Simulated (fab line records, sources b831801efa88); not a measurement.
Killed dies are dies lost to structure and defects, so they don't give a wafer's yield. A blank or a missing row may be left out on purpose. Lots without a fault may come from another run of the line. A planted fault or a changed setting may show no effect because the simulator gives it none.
Tool commonality check | flow sky130 | 13 lots, 39 wafers sampled

WHY IT WAS OPENED
At SKY_LDD_LDN_TW_MEAS_13 the reading LDD_LDN_TW is flagged on 2 of 13 lots. Wafers without a fault read 1491, standard deviation 9.4.
Rule: a lot is flagged when every wafer of it that has a number lies more than 4 standard deviations from that mean, or none has a number. The other lots count as sound.

lot  | measured     | on            | LDD_LDN_TW, wafer by wafer | flag
L922 | day 22 06:27 | film_metro-02 | 1502 1502 1506             |
L923 | day 23 06:52 | film_metro-01 | 1489 1488 1486             |
L925 | day 23 16:20 | film_metro-02 | 1507 1493 1497             |
L926 | day 24 03:41 | film_metro-02 | 1475 1478 1487             |
L930 | day 25 16:47 | film_metro-01 | 1480 1484 1485             |
L929 | day 25 17:42 | film_metro-04 | 1506 1506 1500             |
L931 | day 26 06:21 | film_metro-02 | 1480 1473 1478             |
L932 | day 26 16:45 | film_metro-04 | 1506 1500 1510             |
L933 | day 26 20:23 | film_metro-04 | 1496 1498 1495             |
L934 | day 27 04:54 | film_metro-01 | 1492 1486 1494             |
L939 | day 28 23:43 | film_metro-01 | 1585 1589 1588             | FLAGGED
L944 | day 30 08:17 | film_metro-04 | 1606 1606 1605             | FLAGGED
L945 | day 31 20:27 | film_metro-02 | 1478 1481 1490             |
The numbers of the flagged lots are 1596 on average: +106 against the usual, or +11 standard deviations.

WHICH TOOL RAN EACH LOT
The record holds 1 process step before the reading, out of a route of 708 steps. In each cell: the tool, then ch and the chambers that the sampled wafers went through, then the start.
lot  | flag    | SKY_LDD_LDN_IMPLANT_10
L922 |         | implanter-03 ch 0, day 22 06:04
L923 |         | implanter-03 ch 0, day 23 06:28
L925 |         | implanter-01 ch 0, day 23 15:56
L926 |         | implanter-04 ch 0, day 24 03:17
L930 |         | implanter-04 ch 0, day 25 16:23
L929 |         | implanter-01 ch 0, day 25 17:19
L931 |         | implanter-01 ch 0, day 26 05:58
L932 |         | implanter-03 ch 0, day 26 16:22
L933 |         | implanter-03 ch 0, day 26 19:59
L934 |         | implanter-03 ch 0, day 27 04:31
L939 | FLAGGED | implanter-04 ch 0, day 28 22:59
L944 | FLAGGED | implanter-01 ch 0, day 30 07:34
L945 |         | implanter-03 ch 0, day 31 20:04
What these steps do:
- SKY_LDD_LDN_IMPLANT_10
- SKY_LDD_LDN_TW_MEAS_13

FLAGGED OVER TOTAL, TOOL BY TOOL (the gauges that took the reading come last)
step                   | tool          | lots run | flagged | share of the flagged lots | sound lots run after its first flagged lot
SKY_LDD_LDN_IMPLANT_10 | implanter-01  | 4        | 1       | some                      | 0
SKY_LDD_LDN_IMPLANT_10 | implanter-03  | 6        | 0       | none                      | -
SKY_LDD_LDN_IMPLANT_10 | implanter-04  | 3        | 1       | some                      | 0
SKY_LDD_LDN_TW_MEAS_13 | film_metro-01 | 4        | 1       | some                      | 0
SKY_LDD_LDN_TW_MEAS_13 | film_metro-02 | 5        | 0       | none                      | -
SKY_LDD_LDN_TW_MEAS_13 | film_metro-04 | 4        | 1       | some                      | 0

WHAT THE TABLE ALLOWS
No row of the table ran every flagged lot.

WHAT THE SIMULATOR HAD PUT IN
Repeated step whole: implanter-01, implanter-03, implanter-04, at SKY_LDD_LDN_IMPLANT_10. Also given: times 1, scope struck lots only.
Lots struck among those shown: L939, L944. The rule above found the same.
